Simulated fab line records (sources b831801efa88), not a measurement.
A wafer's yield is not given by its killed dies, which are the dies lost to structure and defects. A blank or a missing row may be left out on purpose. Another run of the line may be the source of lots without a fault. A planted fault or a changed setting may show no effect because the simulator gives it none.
fab line records ; flow sky130
record: lots: 11; wafers: 33; last-day: 50
route steps=708 shown POLY_GATE@204 METAL1@450
lots that met no fault: taken from a fault-free run of the same line
start-h: the number of hours between the record's first day and the start of the first shown wafer of the lot ; wait-h: hours elapsed since this lot's preceding step ; " repeats the value in the row above ; L1.1+2: several wafers, shown together as one row ; - value missing, or start not given ; * or withheld: withheld ; < > ~ a bound
route shown NAME@n: names a module that has steps shown in the file, with the first one's number in the route ; usual: average and standard deviation across the fault-free wafers ; same: alike in all rows ; chamber/n: place in a boat ; sites: readings site by site ; _std_site: the standard deviation of these ; _edge_site: outer sites' mean less inner sites' ; radius-mm: for every site, how far away it sits from the centre of the wafer ; mask NAME#n: copy n ; behind: the most recent tool/chamber to have shaped the wafer ; hold: what put the lot on hold/how long, in hours/how the hold closed ; device: names the non-switching transistor (n, p or np) ; end of line: tests of these same wafers at the route's end ; step lacking rows: just its recipe ; killed: dies lost to structure and defects at the first sort, not the wafer's yield ; map: a wafer's dies, marking killed ones x, the rest . and places with no die _
set.NAME: the setting that was run; set.NAME@STEP: the one run at that earlier step ; model.NAME: the simulator's own value behind a step, which no gauge read
one table for each step of the route and one row for each wafer, over a sample of lots
services: when a tool's chamber went out of use (start-h, in hours from the record's first day, below 0 if earlier), for how many hours, and the reason
== steps ==
step: SKY_POLY_GATE_CVD_00
recipe: material: poly-Si; target-thk-nm: 180; temp-c: 620; time-s: 720; pressure-mtorr: 200
usual: susceptor-temp-C: 620.0/0.32; zone-power-bottom-pct: 13.7/0.54; zone-power-lower-pct: 8.4/0.69
lot.wafer;tool;chamber;start-h;wait-h;susceptor-temp-C;zone-power-bottom-pct;zone-power-lower-pct
L293.1;lpcvd-01;1;322.32;0.0;620.4;13.2;7.8
L293.4;lpcvd-01;1;322.32;0.0;620.7;13.1;7.7
L293.5;lpcvd-01;1;322.32;0.0;620.9;13.1;7.6
L298.1;lpcvd-01;0;368.27;0.0;620.2;14.3;9.2
L298.2;lpcvd-01;0;368.27;0.0;620.2;14.3;9.2
L298.4;lpcvd-01;0;368.27;0.0;620.5;14.0;9.0
L300.1;lpcvd-01;1;381.70;0.0;619.4;13.0;7.8
L300.3;lpcvd-01;1;381.70;0.0;619.6;13.3;7.8
L300.5;lpcvd-01;1;381.70;0.0;619.9;13.2;7.8
L301.1;lpcvd-01;0;386.49;0.0;619.9;14.0;9.1
L301.2;lpcvd-01;0;386.49;0.0;620.2;14.3;9.1
L301.4;lpcvd-01;0;386.49;0.0;620.0;14.3;9.0
L302.2;lpcvd-01;0;404.18;0.0;619.7;14.1;9.1
L302.3;lpcvd-01;0;404.18;0.0;620.3;14.1;9.2
L302.4;lpcvd-01;0;404.18;0.0;620.1;14.4;9.1
L303.2;lpcvd-01;0;408.56;0.0;620.1;14.4;9.0
L303.3;lpcvd-01;0;408.56;0.0;619.8;14.2;9.0
L303.5;lpcvd-01;0;408.56;0.0;619.7;14.1;9.0
L304.1;lpcvd-01;1;420.99;0.0;620.3;13.5;7.8
L304.3;lpcvd-01;1;420.99;0.0;620.0;13.4;7.7
L304.6;lpcvd-01;1;420.99;0.0;620.6;13.4;7.8
L305.1;lpcvd-01;1;429.25;0.0;619.9;13.0;7.8
L305.4;lpcvd-01;1;429.25;0.0;620.4;13.1;7.9
L305.5;lpcvd-01;1;429.25;0.0;619.5;13.2;7.8
L306.2;lpcvd-01;1;433.35;0.0;620.2;13.2;7.8
L306.4;lpcvd-01;1;433.35;0.0;620.2;13.4;7.7
L306.6;lpcvd-01;1;433.35;0.0;620.7;13.0;7.8
L314.2;lpcvd-01;0;500.33;0.0;620.3;14.3;9.0
L314.3;lpcvd-01;0;500.33;0.0;620.6;14.2;9.1
L314.4;lpcvd-01;0;500.33;0.0;620.2;14.1;9.1
L315.2;lpcvd-01;0;506.13;0.0;619.6;14.2;9.0
L315.4;lpcvd-01;0;506.13;0.0;619.8;14.0;8.9
L315.6;lpcvd-01;0;506.13;0.0;619.8;14.0;9.1
step: SKY_POLY_GATE_THK_MEAS_01
recipe: reads: poly-Si_of_POLY_GATE_CVD_00
usual: POLY_GATE_CVD_00_THK: 179.4/1.4
lot.wafer;tool;chamber;start-h;wait-h;POLY_GATE_CVD_00_THK[nm]
L293.1;film-metro-01;-;323.52;0.0;178.5
L293.4;film-metro-01;-;323.52;0.0;179.3
L293.5;film-metro-01;-;323.52;0.0;179.3
L298.1;film-metro-03;-;369.47;0.0;181.7
L298.2;film-metro-03;-;369.47;0.0;180.7
L298.4;film-metro-03;-;369.47;0.0;181.2
L300.1;film-metro-01;-;382.90;0.0;179.0
L300.3;film-metro-01;-;382.90;0.0;179.5
L300.5;film-metro-01;-;382.90;0.0;179.8
L301.1;film-metro-04;-;387.69;0.0;178.8
L301.2;film-metro-04;-;387.69;0.0;179.1
L301.4;film-metro-04;-;387.69;0.0;178.3
L302.2;film-metro-01;-;405.39;0.0;180.5
L302.3;film-metro-01;-;405.39;0.0;181.6
L302.4;film-metro-01;-;405.39;0.0;180.5
L303.2;film-metro-04;-;409.77;0.0;179.9
L303.3;film-metro-04;-;409.77;0.0;178.0
L303.5;film-metro-04;-;409.77;0.0;178.5
L304.1;film-metro-03;-;422.19;0.0;164.2
L304.3;film-metro-03;-;422.19;0.0;166.2
L304.6;film-metro-03;-;422.19;0.0;166.2
L305.1;film-metro-01;-;430.45;0.0;167.0
L305.4;film-metro-01;-;430.45;0.0;165.8
L305.5;film-metro-01;-;430.45;0.0;165.6
L306.2;film-metro-04;-;434.56;0.0;167.1
L306.4;film-metro-04;-;434.56;0.0;165.4
L306.6;film-metro-04;-;434.56;0.0;164.8
L314.2;film-metro-01;-;501.54;0.0;176.4
L314.3;film-metro-01;-;501.54;0.0;178.6
L314.4;film-metro-01;-;501.54;0.0;177.2
L315.2;film-metro-03;-;507.34;0.0;179.4
L315.4;film-metro-03;-;507.34;0.0;178.7
L315.6;film-metro-03;-;507.34;0.0;179.8
step: SKY_POLY_GATE_ETCH_17
recipe: target-depth-nm: 180; stop-on: SiO2; over-etch-frac: 0.56667; chemistry: HBr/Cl2; target: poly-Si; icp-w: 400; bias-w: 100; pressure-mtorr: 10; HBr_flow_sccm: 150; Cl2_flow_sccm: 50; time-s: 70.5
usual: drypump-motor-current-A: 5.7/0.49; oes-product-au: 0.984/0.0079; throttle-valve-pct: 33.684/0.0087
lot.wafer;tool;chamber;start-h;wait-h;drypump-motor-current-A;oes-product-au;rf-hours-counter-h;throttle-valve-pct
L293.1;rie-si-01;2;382.69;0.0;6.1;0.993;6;33.674
L293.4;rie-si-01;3;382.69;0.0;4.7;0.992;0;33.680
L293.5;rie-si-01;3;382.69;0.0;4.7;0.986;-;33.691
L298.1;rie-si-01;1;431.46;0.0;5.7;0.984;6;33.684
L298.2;rie-si-01;0;431.46;0.0;6.0;0.980;2;33.685
L298.4;rie-si-01;2;431.46;0.0;6.2;0.991;6;33.688
L300.1;rie-si-01;2;444.44;0.0;6.1;0.982;6;33.674
L300.3;rie-si-01;3;444.44;0.0;4.7;0.988;1;33.683
L300.5;rie-si-01;2;444.44;0.0;6.1;0.986;-;33.688
L301.1;rie-si-01;2;451.08;0.0;6.2;0.982;6;33.684
L301.2;rie-si-01;0;451.08;0.0;6.0;0.963;2;33.678
L301.4;rie-si-01;1;451.08;0.0;5.7;0.981;6;33.693
L302.2;rie-si-02;3;468.24;0.0;6.1;0.995;57;33.694
L302.3;rie-si-02;2;468.24;0.0;5.7;0.987;2;33.682
L302.4;rie-si-02;1;468.24;0.0;6.0;0.991;7;33.679
L303.2;rie-si-01;3;472.66;0.0;4.7;0.985;1;33.679
L303.3;rie-si-01;0;472.66;0.0;6.0;0.973;2;33.679
L303.5;rie-si-01;0;472.66;0.0;6.1;0.974;-;33.655
L304.1;rie-si-02;0;485.11;0.0;5.4;0.931;30;33.675
L304.3;rie-si-02;2;485.11;0.0;5.7;0.935;2;33.688
L304.6;rie-si-02;1;485.11;0.0;6.1;0.941;-;33.671
L305.1;rie-si-01;2;494.06;0.0;6.1;0.948;6;33.711
L305.4;rie-si-01;0;494.06;0.0;6.0;0.935;2;33.683
L305.5;rie-si-01;0;494.06;0.0;6.0;0.937;-;33.670
L306.2;rie-si-02;2;498.61;0.0;5.7;0.931;2;33.691
L306.4;rie-si-02;1;498.61;0.0;6.1;0.942;-;33.692
L306.6;rie-si-02;2;498.61;0.0;5.6;0.937;-;33.686
L314.2;rie-si-02;3;563.74;0.0;6.1;0.976;0;33.681
L314.3;rie-si-02;1;563.74;0.0;6.1;0.976;7;33.677
L314.4;rie-si-02;2;563.74;0.0;5.7;0.984;2;33.683
L315.2;rie-si-01;0;570.41;0.0;6.0;0.965;3;33.685
L315.4;rie-si-01;2;570.41;0.0;6.2;0.985;7;33.691
L315.6;rie-si-01;1;570.41;0.0;5.7;0.982;-;33.690
step: SKY_METAL1_OVL_MEAS_16
usual: METAL1_OVL: 3/6
lot.wafer;tool;chamber;start-h;wait-h;METAL1_OVL[nm]
L293.1;overlay-02;-;775.59;0.1;7
L293.4;overlay-02;-;775.59;0.1;-1
L293.5;overlay-02;-;775.59;0.1;8
L298.1;overlay-02;-;817.52;0.1;0
L298.2;overlay-02;-;817.52;0.1;3
L298.4;overlay-02;-;817.52;0.1;6
L300.1;overlay-01;-;827.67;0.1;4
L300.3;overlay-01;-;827.67;0.1;6
L300.5;overlay-01;-;827.67;0.1;-2
L301.1;overlay-02;-;833.22;0.1;3
L301.2;overlay-02;-;833.22;0.1;-11
L301.4;overlay-02;-;833.22;0.1;-2
L302.2;overlay-02;-;851.40;0.1;-2
L302.3;overlay-02;-;851.40;0.1;0
L302.4;overlay-02;-;851.40;0.1;-2
L303.2;overlay-01;-;853.42;0.1;-1
L303.3;overlay-01;-;853.42;0.1;-3
L303.5;overlay-01;-;853.42;0.1;-4
L304.1;overlay-01;-;861.04;0.1;5
L304.3;overlay-01;-;861.04;0.1;10
L304.6;overlay-01;-;861.04;0.1;4
L305.1;overlay-02;-;872.82;0.1;3
L305.4;overlay-02;-;872.82;0.1;-8
L305.5;overlay-02;-;872.82;0.1;1
L306.2;overlay-01;-;876.48;0.1;9
L306.4;overlay-01;-;876.48;0.1;15
L306.6;overlay-01;-;876.48;0.1;10
L314.2;overlay-02;-;930.25;0.1;-6
L314.3;overlay-02;-;930.25;0.1;4
L314.4;overlay-02;-;930.25;0.1;-3
L315.2;overlay-02;-;939.03;0.1;9
L315.4;overlay-02;-;939.03;0.1;4
L315.6;overlay-02;-;939.03;0.1;7
step: SKY_METAL1_DESCUM_17
recipe: chemistry: O2; source-power-w: 150; bias-power-w: 0; pressure-mtorr: 10; temp-c: 40; time-s: 8
usual: drypump-motor-current-A: 5.86/0.28; oes-product-au: 1.004/0.014
same: bias-power-w: 0
lot.wafer;tool;chamber;start-h;wait-h;drypump-motor-current-A;oes-product-au;rf-hours-counter-h
L293.1;rie-metal-02;1;775.63;0.0;6.01;0.980;4
L293.4;rie-metal-02;1;775.63;0.0;6.00;0.984;-
L293.5;rie-metal-02;1;775.63;0.0;5.99;0.980;-
L298.1;rie-metal-02;1;817.56;0.0;6.01;0.993;7
L298.2;rie-metal-02;1;817.56;0.0;6.00;0.987;-
L298.4;rie-metal-02;1;817.56;0.0;5.99;1.006;-
L300.1;rie-metal-01;1;827.70;0.0;5.45;1.010;3
L300.3;rie-metal-01;1;827.70;0.0;5.42;1.014;-
L300.5;rie-metal-01;1;827.70;0.0;5.42;1.015;-
L301.1;rie-metal-02;1;833.25;0.0;6.01;0.992;9
L301.2;rie-metal-02;0;833.25;0.0;5.63;0.998;0
L301.4;rie-metal-02;0;833.25;0.0;5.59;0.994;-
L302.2;rie-metal-02;1;851.43;0.0;5.98;0.988;9
L302.3;rie-metal-02;1;851.43;0.0;6.00;0.989;-
L302.4;rie-metal-02;0;851.43;0.0;5.60;0.984;-
L303.2;rie-metal-04;1;853.45;0.0;5.79;1.016;14
L303.3;rie-metal-04;1;853.45;0.0;5.78;1.019;-
L303.5;rie-metal-04;1;853.45;0.0;5.79;1.017;-
L304.1;rie-metal-04;1;861.08;0.0;5.76;1.011;14
L304.3;rie-metal-04;0;861.08;0.0;6.24;1.001;-
L304.6;rie-metal-04;0;861.08;0.0;6.27;0.993;-
L305.1;rie-metal-02;1;872.86;0.0;5.98;0.980;10
L305.4;rie-metal-02;0;872.86;0.0;5.59;0.984;-
L305.5;rie-metal-02;1;872.86;0.0;5.99;0.985;-
L306.2;rie-metal-01;1;876.51;0.0;5.39;1.019;4
L306.4;rie-metal-01;0;876.51;0.0;5.90;0.992;-
L306.6;rie-metal-01;1;876.51;0.0;5.33;1.028;-
L314.2;rie-metal-01;1;930.28;0.0;5.39;1.016;7
L314.3;rie-metal-01;0;930.28;0.0;5.89;1.001;-
L314.4;rie-metal-01;1;930.28;0.0;5.44;1.010;-
L315.2;rie-metal-04;0;939.06;0.0;6.26;1.004;12
L315.4;rie-metal-04;1;939.06;0.0;5.76;1.014;-
L315.6;rie-metal-04;0;939.06;0.0;6.27;1.003;-
step: SKY_METAL1_ETCH_18
recipe: chemistry: N2/H2; target: BARC; ion-energy-ev: 200; bias-w: 100; pressure-mtorr: 30; n2-flow-sccm: 100; h2-flow-sccm: 200; icp-w: 500; stop-on: SiO2; time-s: 45.9; target-depth-a: 600
usual: drypump-motor-current-A: 5.87/0.28; oes-product-au: 0.854/0.0047; throttle-valve-pct: 13.224/0.0095
lot.wafer;tool;chamber;start-h;wait-h;drypump-motor-current-A;oes-product-au;rf-hours-counter-h;throttle-valve-pct
L293.1;rie-metal-02;1;775.69;0.1;6.01;0.855;4;13.237
L293.4;rie-metal-02;1;775.69;0.1;5.99;0.859;-;13.219
L293.5;rie-metal-02;1;775.69;0.1;6.00;0.861;-;13.219
L298.1;rie-metal-02;1;817.62;0.1;5.99;0.858;7;13.215
L298.2;rie-metal-02;1;817.62;0.1;6.01;0.853;-;13.236
L298.4;rie-metal-02;1;817.62;0.1;5.98;0.858;-;13.234
L300.1;rie-metal-01;1;827.77;0.1;5.44;0.858;3;13.220
L300.3;rie-metal-01;1;827.77;0.1;5.43;0.855;-;13.201
L300.5;rie-metal-01;1;827.77;0.1;5.44;0.870;-;13.203
L301.1;rie-metal-02;1;833.28;0.0;5.99;0.851;9;13.221
L301.2;rie-metal-02;0;833.28;0.0;5.62;0.855;0;13.221
L301.4;rie-metal-02;0;833.28;0.0;5.62;0.860;-;13.204
L302.2;rie-metal-02;1;851.46;0.0;5.99;0.849;9;13.227
L302.3;rie-metal-02;1;851.46;0.0;6.00;0.851;-;13.210
L302.4;rie-metal-02;0;851.46;0.0;5.58;0.853;-;13.227
L303.2;rie-metal-04;1;853.48;0.0;5.78;0.856;14;13.249
L303.3;rie-metal-04;1;853.48;0.0;5.79;0.856;-;13.230
L303.5;rie-metal-04;1;853.48;0.0;5.77;0.853;-;13.240
L304.1;rie-metal-04;1;861.11;0.0;5.79;0.858;14;13.218
L304.3;rie-metal-04;0;861.11;0.0;6.28;0.861;-;13.224
L304.6;rie-metal-04;0;861.11;0.0;6.27;0.849;-;13.234
L305.1;rie-metal-02;1;872.89;0.0;5.97;0.845;10;13.224
L305.4;rie-metal-02;0;872.89;0.0;5.59;0.847;-;13.226
L305.5;rie-metal-02;1;872.89;0.0;5.97;0.844;-;13.222
L306.2;rie-metal-01;1;876.54;0.0;5.42;0.849;5;13.220
L306.4;rie-metal-01;0;876.54;0.0;5.92;0.854;-;13.233
L306.6;rie-metal-01;1;876.54;0.0;5.40;0.859;-;13.225
L314.2;rie-metal-01;1;930.31;0.0;5.41;0.860;7;13.220
L314.3;rie-metal-01;0;930.31;0.0;5.97;0.863;-;13.237
L314.4;rie-metal-01;1;930.31;0.0;5.42;0.859;-;13.210
L315.2;rie-metal-04;0;939.09;0.0;6.26;0.852;12;13.224
L315.4;rie-metal-04;1;939.09;0.0;5.78;0.850;-;13.224
L315.6;rie-metal-04;0;939.09;0.0;6.25;0.854;-;13.220
== services ==
tool;chamber;start-h;hours;kind
rie-si-01;0;306.82;8.3;repair
rie-si-01;1;315.74;3.0;repair
rie-metal-01;-;318.27;0.1;repair
rie-si-01;3;391.84;3.4;repair
lpcvd-01;-;403.55;0.5;repair
lpcvd-01;-;422.45;0.9;repair
lpcvd-01;-;443.87;1.0;repair
rie-si-01;3;489.45;4.4;repair
rie-metal-04;-;552.07;1.1;repair
rie-metal-01;1;562.84;7.0;repair
lpcvd-01;-;589.62;14.6;pm
rie-metal-01;-;612.28;2.8;pm
rie-metal-04;-;626.64;0.7;repair
rie-si-01;3;631.71;6.3;repair
rie-metal-02;-;651.63;0.5;repair
rie-si-01;1;714.78;8.9;repair
lpcvd-01;-;733.35;6.1;pm
rie-metal-02;0;754.98;46.7;repair
rie-metal-02;-;762.39;0.4;repair
rie-si-01;0;774.00;2.4;repair
lpcvd-01;-;809.71;0.5;repair
rie-si-01;1;852.69;5.8;repair
rie-si-01;3;861.99;9.8;repair
rie-metal-02;-;873.11;1.1;repair
== key ==
first-sign: step: SKY_POLY_GATE_THK_MEAS_01; reading: POLY_GATE_CVD_00_THK; direction: down; sigmas: 9.8; usual: 179.4; struck: 165.8
effect: step: SKY_POLY_GATE_ETCH_17; reading: oes-product-au; direction: down; sigmas: 5.9; usual: 0.984; struck: 0.937
met-at SKY_POLY_GATE_CVD_00
struck-lots L304,L305,L306
tester-left-out L304,L305,L306
not-acting-at SKY_METAL1_OVL_MEAS_16,SKY_METAL1_DESCUM_17,SKY_METAL1_ETCH_18
onset-between 408.56 420.99
fault: kind: process-parameter-drift; tool: lpcvd-01; chamber: -; onset-h: 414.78; steps: SKY_POLY_GATE_CVD_00; channel: target-thk-nm; offset: -13.861; shape: step; end-h: 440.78; stated: 180
tester-left-out: of these lots the tester's yield and bins aren't shown, on N5 and GAA mostly nor the transistor test; their killed dies are dies lost to structure and defects alone, not to doping, threshold or leakage, so they don't give the yield
